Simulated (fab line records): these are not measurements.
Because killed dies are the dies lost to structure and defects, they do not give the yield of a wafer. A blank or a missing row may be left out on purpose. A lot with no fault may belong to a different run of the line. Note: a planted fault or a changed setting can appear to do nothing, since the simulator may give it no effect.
What tool caused it?	flow sky130	11 lots, 33 wafers sampled, at 7 steps of a route of 708

## WHAT THE GAUGES READ, wafer by wafer
SKY_POLY_GATE_CD_MEAS_13: target cd 150 nm.
lot	measured	on	cdNm (nm)
L130	day 15 23:46	cdSem-01	148.4 148.4 148.2
L134	day 17 13:10	cdSem-01	151.3 150.8 152.8
L138	day 19 00:25	cdSem-02	149.5 148.4 148.5
L139	day 19 13:38	cdSem-01	148.1 148.8 148.7
L143	day 21 05:45	cdSem-02	149.9 149.0 149.7
L144	day 21 15:42	cdSem-01	153.1 153.0 153.3
L146	day 22 13:21	cdSem-02	153.3 152.2 153.0
L150	day 23 23:45	cdSem-01	150.1 149.7 151.8
L151	day 24 04:32	cdSem-02	149.6 149.4 147.8
L152	day 24 13:11	cdSem-01	148.7 148.6 148.0
L153	day 24 20:13	cdSem-02	150.8 148.5 149.9

SKY_SD_P_TW_MEAS_11.
lot	measured	on	SD_P_TW
L130	day 25 16:10	filmMetro-02	2850 2847 2862
L134	day 26 17:04	filmMetro-02	2855 2844 2840
L138	day 28 05:16	filmMetro-02	2708 2737 2714
L139	day 28 13:50	filmMetro-03	2766 2776 2764
L143	day 30 02:24	filmMetro-03	2881 2889 2889
L144	day 30 07:40	filmMetro-04	2864 2861 2856
L146	day 31 01:22	filmMetro-04	2834 2815 2816
L150	day 32 07:48	filmMetro-04	2826 2828 2817
L151	day 32 10:42	filmMetro-03	2863 2882 2864
L152	day 32 18:43	filmMetro-02	2829 2821 2834
L153	day 33 07:37	filmMetro-02	2827 2815 2827

SKY_SD_N_RS_MEAS_17: a four-point-probe measurement.
lot	measured	on	SD_P_RS (ohm/sq)
L130	day 28 01:50	filmMetro-04	146.8 147.1 146.8
L134	day 29 00:26	filmMetro-02	146.5 147.0 146.5
L138	day 30 11:57	filmMetro-04	150.9 150.4 151.0
L139	day 30 19:06	filmMetro-04	150.6 150.4 150.1
L143	day 32 08:10	filmMetro-03	147.2 146.9 147.2
L144	day 32 13:08	filmMetro-03	146.9 146.9 147.0
L146	day 33 06:55	filmMetro-02	146.4 146.9 146.3
L150	day 34 14:07	filmMetro-02	146.6 146.1 146.0
L151	day 34 15:30	filmMetro-02	146.5 146.5 146.8
L152	day 35 01:36	filmMetro-04	147.0 147.4 147.0
L153	day 35 13:14	filmMetro-04	147.4 147.2 147.9

SKY_LOCAL_INTERCONNECT_RS_MEAS_01: a four-point-probe measurement.
lot	measured	on	LOCAL_INTERCONNECT_TIN_RS (ohm/sq)
L130	day 29 07:07	filmMetro-01	14.21 14.01 13.88
L134	day 30 04:55	filmMetro-03	14.02 13.94 14.08
L138	day 31 16:34	filmMetro-04	13.81 13.97 13.78
L139	day 32 00:13	filmMetro-03	13.77 13.88 13.83
L143	day 33 12:54	filmMetro-03	13.96 14.34 13.63
L144	day 33 18:01	filmMetro-04	13.81 13.72 13.93
L146	day 34 11:38	filmMetro-03	14.03 14.01 13.75
L150	day 35 19:39	filmMetro-03	14.21 14.24 14.08
L151	day 35 20:42	filmMetro-03	13.89 13.85 14.09
L152	day 36 06:23	filmMetro-04	14.38 14.26 14.31
L153	day 36 18:25	filmMetro-01	13.57 13.97 14.09

## TOOL THAT RAN EACH LOT (tool first, then ch and the chambers of the sampled wafers, then the start)
lot	SKY_SD_P_IMPLANT_09	SKY_SD_P_STRIP_10	SKY_LI_CONTACT_CMP_02
L130	implanter-02 ch 0, day 25 15:55	plasmaAsher-01 ch 0,1, day 25 16:03	cmp-02 ch 0,1,2, day 28 02:20
L134	implanter-04 ch 0, day 26 16:49	plasmaAsher-01 ch 0,1, day 26 16:57	cmp-01 ch 0,2,3, day 29 00:50
L138	implanter-02 ch 0, day 28 05:02	plasmaAsher-01 ch 1, day 28 05:10	cmp-02 ch 1,2,3, day 30 12:24
L139	implanter-02 ch 0, day 28 13:37	plasmaAsher-03 ch 0,1, day 28 13:44	cmp-02 ch 0,1,3, day 30 19:32
L143	implanter-01 ch 0, day 30 02:09	plasmaAsher-03 ch 0,1, day 30 02:18	cmp-01 ch 1,2,3, day 32 08:35
L144	implanter-04 ch 0, day 30 07:25	plasmaAsher-03 ch 0,1, day 30 07:34	cmp-02 ch 0,1,3, day 32 13:37
L146	implanter-01 ch 0, day 31 01:07	plasmaAsher-03 ch 0,1, day 31 01:16	cmp-02 ch 0,1,3, day 33 07:20
L150	implanter-02 ch 0, day 32 07:33	plasmaAsher-03 ch 0,1, day 32 07:42	cmp-02 ch 2,3, day 34 14:53
L151	implanter-02 ch 0, day 32 10:29	plasmaAsher-01 ch 0,1, day 32 10:37	cmp-02 ch 0,1,3, day 34 15:54
L152	implanter-04 ch 0, day 32 18:30	plasmaAsher-03 ch 0,1, day 32 18:38	cmp-02 ch 2,3, day 35 01:59
L153	implanter-02 ch 0, day 33 07:22	plasmaAsher-02 ch 0,1, day 33 07:30	cmp-01 ch 1,2,3, day 35 13:55
- SKY_SD_P_IMPLANT_09
- SKY_SD_P_STRIP_10: strips in O2/N2.
- SKY_LI_CONTACT_CMP_02: polishes PSG.

## AS READ BY THE TOOLS THEMSELVES (means over the sampled wafers that have a number; for cases with no such wafer, the mark the record gives instead)
SKY_SD_P_IMPLANT_09.
lot	tool	beamOnS (s)	doseIonsCm2	endStationPressureTorr (Torr)
L130	implanter-02	11.2	3e+15	1.64e-05
L134	implanter-04	14.8	3e+15	1.25e-05
L138	implanter-02	10.0	2e+15	1.57e-05
L139	implanter-02	10.0	2e+15	1.56e-05
L143	implanter-01	14.0	3e+15	1.47e-05
L144	implanter-04	14.7	3e+15	1.36e-05
L146	implanter-01	14.0	3e+15	1.29e-05
L150	implanter-02	11.1	3e+15	1.61e-05
L151	implanter-02	11.1	3e+15	1.58e-05
L152	implanter-04	15.0	3e+15	1.40e-05
L153	implanter-02	11.2	3e+15	1.59e-05

SKY_SD_P_STRIP_10.
lot	tool	drypumpMotorCurrentA (A)	oesProductAu (a.u.)	stripTimeToEndpointS (s)
L130	plasmaAsher-01	5.7	0.619	17.49
L134	plasmaAsher-01	5.7	0.612	17.54
L138	plasmaAsher-01	6.2	0.629	17.13
L139	plasmaAsher-03	5.7	0.624	17.07
L143	plasmaAsher-03	5.7	0.618	17.57
L144	plasmaAsher-03	5.5	0.618	17.51
L146	plasmaAsher-03	5.6	0.619	17.57
L150	plasmaAsher-03	5.6	0.614	17.53
L151	plasmaAsher-01	5.3	0.621	17.47
L152	plasmaAsher-03	5.6	0.619	17.47
L153	plasmaAsher-02	5.3	0.619	17.49

SKY_LI_CONTACT_CMP_02.
lot	tool	motorCurrentA (A)	timeToEndpointS (s)
L130	cmp-02	12.2	30
L134	cmp-01	11.9	35
L138	cmp-02	12.5	30
L139	cmp-02	12.2	31
L143	cmp-01	12.7	33
L144	cmp-02	12.6	35
L146	cmp-02	12.3	32
L150	cmp-02	12.2	34
L151	cmp-02	12.1	34
L152	cmp-02	12.2	30
L153	cmp-01	13.1	32

## THE ANSWER, worked out from the rows above alone
Rule: usual is defined by the lots themselves. Put in order of their means at a reading, lots are off if they are a third of the lots or fewer, leave a main group of 4 or more, and stand apart from it by a gap of 3 or more times the standard deviation of the main group's means; of several such gaps the widest counts. A main group whose means are all the same, to the digits that the tables above print for the reading, isn't used. A lot without any number at a reading at which 4 lots or more have one is off too. All remaining lots with rows at the step are treated as sound. Order of review: gauges by route order, followed by the tools' own readings, for which a lot's mean as printed above is used. At the first step where some lot is off, the reading lying furthest off is the one used; lots without a number count as furthest.
Off: L138, L139, at SKY_SD_N_RS_MEAS_17 (SD_P_RS). Main group: mean 146.8 ohm/sq, sd 0.36.
A tool fits if, at a process step before that reading, it ran every lot that is off, and no sound lot after the first of them. Not tried: the gauges at SKY_SD_N_RS_MEAS_17; whatever is off there is also off at SKY_SD_P_STRIP_10, on other tools, and gauge error can't account for it. None of those tried fits.

## WHAT HAD BEEN PUT IN BY THE SIMULATOR
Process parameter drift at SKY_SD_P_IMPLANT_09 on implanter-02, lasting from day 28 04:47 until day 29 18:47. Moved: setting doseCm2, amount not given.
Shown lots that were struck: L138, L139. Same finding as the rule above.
